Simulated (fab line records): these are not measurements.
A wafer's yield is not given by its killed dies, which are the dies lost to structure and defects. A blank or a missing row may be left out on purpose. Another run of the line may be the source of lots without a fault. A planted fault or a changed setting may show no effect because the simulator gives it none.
2 desks, one fault + flow gf180mcu + what lay behind the numbers comes last; until then each desk has only its own

THE TOOL OWNER'S DESK: cmp-02
The tool's own readings at GF_V2_CMP_26 (polishes, stops on SiO2, t overpolish 15 s, target thk 0 nm): means of the sampled wafers that have a number, for each lot that ran on this tool. Marked OUT: a lot whose mean sits more than 4 standard deviations from the usual mean, which makes it out of limits; the brackets give that distance.
Columns: A = motor_current_A at GF_V2_CMP_26, usual 10.9 A; B = overpolish_run_s at GF_V2_CMP_26, usual 15.000 s; C = slurry_flow_ml_min at GF_V2_CMP_26, usual 149.9; D = time_to_endpoint_s at GF_V2_CMP_26, usual 86 s
| lot  | first seen here | A    | B                       | C     | D             |
|------|-----------------|------|-------------------------|-------|---------------|
| L820 | day 22 11:21    | 10.1 | 15.004                  | 149.8 | 86            |
| L823 | day 23 09:59    | 11.6 | 15.003                  | 149.7 | 86            |
| L825 | day 24 03:33    | 9.5  | 14.986                  | 150.3 | 87            |
| L828 | day 25 04:08    | 10.6 | 0.038 (-99 or more) OUT | 149.5 | 128 (+12) OUT |
| L830 | day 25 16:45    | 10.9 | 0.036 (-99 or more) OUT | 149.8 | 130 (+13) OUT |
Finding of this desk: L828, L830 out of limits; the first was L828 at day 25 04:08, on overpolish_run_s at GF_V2_CMP_26. In limits: L820, L823, L825.

FROM THE METROLOGY DESK
What the gauges read, lot by lot, whatever tool the lot ran on: means of the sampled wafers that have a number. Marked OUT: a lot whose mean sits more than 4 standard deviations from the usual mean, which makes it out of limits; the brackets give that distance.
Columns: A = V2_BOW at GF_V2_BOW_MEAS_05, usual 97 um; B = V2_OVL at GF_V2_OVL_MEAS_15, usual -2 nm; C = M3_ALCU_THK at GF_M3_THK_MEAS_06, usual 450 nm
| lot  | first seen here | A   | B   | C   |
|------|-----------------|-----|-----|-----|
| L815 | day 19 09:31    | 88  | 0   | 442 |
| L816 | day 19 18:50    | 106 | -9  | 452 |
| L818 | day 20 10:45    | 100 | 0   | 451 |
| L820 | day 21 10:01    | 102 | 1   | 452 |
| L822 | day 21 20:26    | 102 | -1  | 453 |
| L823 | day 22 09:32    | 86  | 4   | 456 |
| L824 | day 22 20:03    | 103 | -4  | 450 |
| L825 | day 23 04:08    | 100 | 0   | 447 |
| L828 | day 24 05:23    | 97  | -6  | -   |
| L830 | day 24 18:03    | 96  | -1  | -   |
| L833 | day 25 21:41    | 94  | -4  | 452 |
| L835 | day 26 08:14    | 105 | 8   | 446 |
| L836 | day 26 16:48    | 94  | -12 | 454 |
| L837 | day 26 18:41    | 89  | -4  | 456 |
This desk's verdict: no lot among the 14 shows anything out of limits.

PUT TOGETHER
An alarm could have come from the tool owner's desk at day 25 04:08, on L828, L830.
At the metrology desk, nothing out of limits was observed.
The metrology desk has L828, L830 on record, within its limits.
On cmp-02, each named lot ran GF_V2_CMP_26.

WHAT WAS PUT IN BY THE SIMULATOR
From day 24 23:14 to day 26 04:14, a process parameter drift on cmp-02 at GF_V2_CMP_26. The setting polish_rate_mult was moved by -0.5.
Struck lots among those shown: L828, L830.
Each desk's first reading out of limits, in hours after the fault started: the tool owner's desk, 5.
